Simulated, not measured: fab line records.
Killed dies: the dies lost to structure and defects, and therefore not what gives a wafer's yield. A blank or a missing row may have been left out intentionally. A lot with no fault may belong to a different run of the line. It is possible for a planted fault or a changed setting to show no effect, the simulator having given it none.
A lot that was struck, set against a sound lot / flow sky130 / 18 steps out of a route of 708
Sound: wafers L692.3, L692.5, L692.6. Wafers L690.1, L690.4, L690.5 were the ones struck. Last of all comes the cause.
Order at every step that has rows: each side's tool, ch and its chambers, its first start. Under that, the readings that differ: sound wafers / struck wafers / difference of the means / sigmas: that difference in standard deviations of wafers without a fault.
alike: readings with means less than 2 such deviations apart, plus words and numbers identical on both sides. not compared: withheld readings, readings lacking a value on some wafer, bounds such as >300 that could conceal the same value, and numbers that have no deviation in the record and whose values overlap.
A row with sigmas, a row that says differs or no value, or rows on one side alone: a step with any of these is where the two part. Numbers that have no deviation but don't overlap get no sigmas and don't part them. A reading that every wafer of one side lacks parts them only if that side has two wafers or more.

first, 3 steps without rows for these wafers: SKY_SONOS_ONO_WET_ETCH_18 (etches Si3N4 in H3PO4, target depth 15 nm, time 172 s); SKY_GATE_OXIDE_CLEAN_00 (cleans in SC1/SC2, time 150 s); SKY_GATE_OXIDE_OXIDATION_01 (stabilise 600 s, purge 300 s, target thk 10.268 nm).
SKY_GATE_OXIDE_THK_MEAS_02:
  struck on film_metro-01, day 16 13:43; sound on film_metro-03, day 17 04:59
reading=GATE_OXIDE_OXIDATION_00_THK (nm); sound=9.90 9.79 9.91; struck=10.53 10.50 10.51; difference=+0.65; sigmas=+3
then, 7 steps without rows for these wafers: SKY_GATE_OXIDE_DEHYDRATE_03 (time 60 s); SKY_GATE_OXIDE_HMDS_04 (prime time 60 s); SKY_GATE_OXIDE_COAT_05 (resist thk 1140 nm); SKY_GATE_OXIDE_SOFTBAKE_06 (time 60 s); SKY_GATE_OXIDE_EXPOSE_07 (exposes mask LVOM, target cd 600 nm); SKY_GATE_OXIDE_PEB_08; SKY_GATE_OXIDE_DEVELOP_09 (develop time 60 s).
SKY_GATE_OXIDE_OVL_MEAS_10:
  struck on overlay-02, day 17 18:37; sound on overlay-01, day 18 10:43
  alike: GATE_OXIDE_OVL
SKY_GATE_OXIDE_IMPLANT_11:
  sound on implanter-04 ch 0, day 18 10:48; struck on implanter-03 ch 0, day 17 18:39
reading=dose_ions_cm2; sound=2.595e+12 2.599e+12 2.601e+12; struck=4.264e+12 4.269e+12 4.267e+12; difference=+1.668e+12; sigmas=+99 or more
reading=faraday_current_uA; sound=14.9 14.7 14.9; struck=25.1 23.5 24.7; difference=+9.6; sigmas=+31
then, 1 step without rows for these wafers: SKY_GATE_OXIDE_WET_ETCH_12 (etches SiO2 in dHF, target depth 16.8 nm, time 336 s).
SKY_GATE_OXIDE_STRIP_13: strips in O2/N2.
  sound on plasma_asher-04 ch 0,1, day 18 11:02; struck on plasma_asher-04 ch 0, day 17 18:54
  alike: drypump_motor_current_A, n2_flow_sccm, oes_product_au, strip_time_to_endpoint_s
  not compared: rf_hours_counter_h
SKY_GATE_OXIDE_TW_MEAS_14:
  struck on film_metro-03, day 17 19:00; sound on film_metro-03, day 18 11:08
reading=GATE_OXIDE_TW; sound=226.0 227.0 226.7; struck=261.8 259.6 260.5; difference=+34.1; sigmas=+23
then, 1 step without rows for these wafers: SKY_GATE_OXIDE_CLEAN_15 (cleans in SC1/SC2, time 150 s).
-- the record jumps here: 31 days lie between the struck wafers' starts before and after (it left off in module GATE_OXIDE and takes up again in module PAD_OPEN, whose first step shown is number 708 of the route) --
SKY_PAD_OPEN_PROBE_99:
  rows exist in the record for the struck wafers here (prober-02, day 48 21:41), but not for the sound ones

## WHERE THEY PART
Last at SKY_PAD_OPEN_PROBE_99 as far as this record goes, first at SKY_GATE_OXIDE_THK_MEAS_02.

WHY: what the simulator had put in
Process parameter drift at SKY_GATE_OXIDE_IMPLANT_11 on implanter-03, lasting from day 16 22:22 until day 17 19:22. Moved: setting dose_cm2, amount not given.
